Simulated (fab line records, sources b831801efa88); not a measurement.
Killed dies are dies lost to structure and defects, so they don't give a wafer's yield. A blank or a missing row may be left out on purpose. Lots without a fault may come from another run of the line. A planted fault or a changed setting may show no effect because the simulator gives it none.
Which tool did it? | flow sky130 | 15 lots, 45 wafers sampled, at 1 step of a route of 708

WHAT THE GAUGES READ, wafer by wafer
SKY_VIA1_OVL_MEAS_13.
lot  | measured     | on         | VIA1_OVL (nm)
L781 | day 33 17:18 | overlay-01 | -2 9 5
L784 | day 34 22:08 | overlay-01 | 2 -9 0
L786 | day 35 12:03 | overlay-02 | 2 -5 -4
L787 | day 35 20:13 | overlay-02 | -3 5 5
L788 | day 35 22:16 | overlay-01 | -8 2 0
L790 | day 36 17:31 | overlay-02 | 6 -1 0
L792 | day 37 17:21 | overlay-01 | 2 0 -1
L795 | day 39 14:25 | overlay-02 | -8 -9 -5
L797 | day 39 18:11 | overlay-02 | -3 -1 0
L799 | day 39 19:23 | overlay-01 | 5 2 10
L796 | day 39 19:40 | overlay-01 | -8 -10 -1
L801 | day 40 08:45 | overlay-01 | -6 -1 -8
L803 | day 41 10:37 | overlay-01 | 1 -1 1
L802 | day 41 12:22 | overlay-01 | -14 -9 -10
L804 | day 41 14:25 | overlay-01 | 1 2 14

WHICH TOOL RAN EACH LOT (tool, then ch and the chambers of the sampled wafers, then the start)
The record holds no process step before these readings.

WHAT THE TOOLS THEMSELVES READ (means of the sampled wafers that have a number; where no wafer has one, the mark that the record gives instead)
The record holds no such reading with a usual standard deviation.

THE ANSWER, worked out from the rows above alone
Rule: what is usual is taken from the lots themselves. Put in order of their means at a reading, lots are off if they are a third of the lots or fewer, leave a main group of 4 or more, and stand apart from it by a gap of 3 or more times the standard deviation of the main group's means; of several such gaps the widest counts. A main group whose means are all the same, to the digits that the tables above print for the reading, isn't used. A lot without any number at a reading at which 4 lots or more have one is off too. The other lots that the step has rows for count as sound. The gauges are gone through in route order, then the tools' own readings, and for those a lot's mean is taken as printed above. The first step at which some lot is off is used, and at that step the reading that is off furthest; a lot without a number counts as furthest.
No lot is off at any reading shown: from this, nothing can be told.

WHAT THE SIMULATOR HAD PUT IN
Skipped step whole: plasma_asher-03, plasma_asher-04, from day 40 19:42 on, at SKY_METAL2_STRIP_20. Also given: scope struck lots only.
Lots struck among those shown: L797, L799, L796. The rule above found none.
